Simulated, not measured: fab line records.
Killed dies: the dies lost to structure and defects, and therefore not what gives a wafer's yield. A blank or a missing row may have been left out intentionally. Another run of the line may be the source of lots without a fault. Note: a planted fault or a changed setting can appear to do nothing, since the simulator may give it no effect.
2 desks, one fault    flow sky130    every desk sees just its own numbers, and what lay behind them comes last

## AT THE METROLOGY DESK
What the gauges read for every lot (on any tool): the sampled wafers with a number, averaged. The brackets show how far a lot's mean lies from the usual mean; more than 4 standard deviations puts the lot out of limits, marked OUT.
Columns: A = VIA2_HDPCVD_THK at SKY_VIA2_THK_MEAS_01, usual 1184 nm; B = VIA2_BOW at SKY_VIA2_BOW_MEAS_03, usual 87 um; C = cd_nm at SKY_VIA2_CD_MEAS_12, usual 200.5 nm; D = VIA2_OVL at SKY_VIA2_OVL_MEAS_13, usual -2 nm
lot   first seen here  A     B   C      D
L584  day 37 14:37     1181  87  201.5  -9
L586  day 37 17:40     1174  87  199.9  -4
L593  day 40 23:51     1185  76  199.9  -9
L595  day 41 01:28     1173  78  201.1  10
L594  day 41 03:50     1178  87  199.9  -4
L599  day 41 16:00     1191  79  198.1  5
Result from this desk: across the 6 lots, nothing is out of limits.

## TOOL OWNER'S DESK, litho_track-02
The tool's own readings at SKY_VIA2_COAT_07 (resist thk 450 nm): means of the sampled wafers that have a number, for each lot that ran on this tool. The brackets show how far a lot's mean lies from the usual mean; more than 4 standard deviations puts the lot out of limits, marked OUT.
Columns: A = spin_speed_rpm at SKY_VIA2_COAT_07, usual 3000.1 rpm
lot   first seen here  A
L586  day 38 07:00     2997.5
L593  day 41 12:00     3066.3 (+33) OUT
L594  day 41 15:00     3069.5 (+35) OUT
This desk's finding: out of limits on L593, L594; first on L593, day 41 12:00 (spin_speed_rpm at SKY_VIA2_COAT_07). Within limits: L586.

## BROUGHT TOGETHER
An alarm could have come from the tool owner's desk at day 41 12:00, on L593, L594.
Nothing out of limits was seen by the metrology desk.
The metrology desk has L593, L594 on record, within its limits.
SKY_VIA2_COAT_07 was run on litho_track-02 by each of the lots named.

## WHAT THE SIMULATOR PUT IN
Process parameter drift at SKY_VIA2_COAT_07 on litho_track-02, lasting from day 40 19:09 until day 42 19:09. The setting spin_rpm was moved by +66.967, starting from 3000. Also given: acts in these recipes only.
Struck lots among those shown: L593, L594.
Delay in hours, fault start to first out-of-limits reading, by desk: the tool owner's desk at 17.
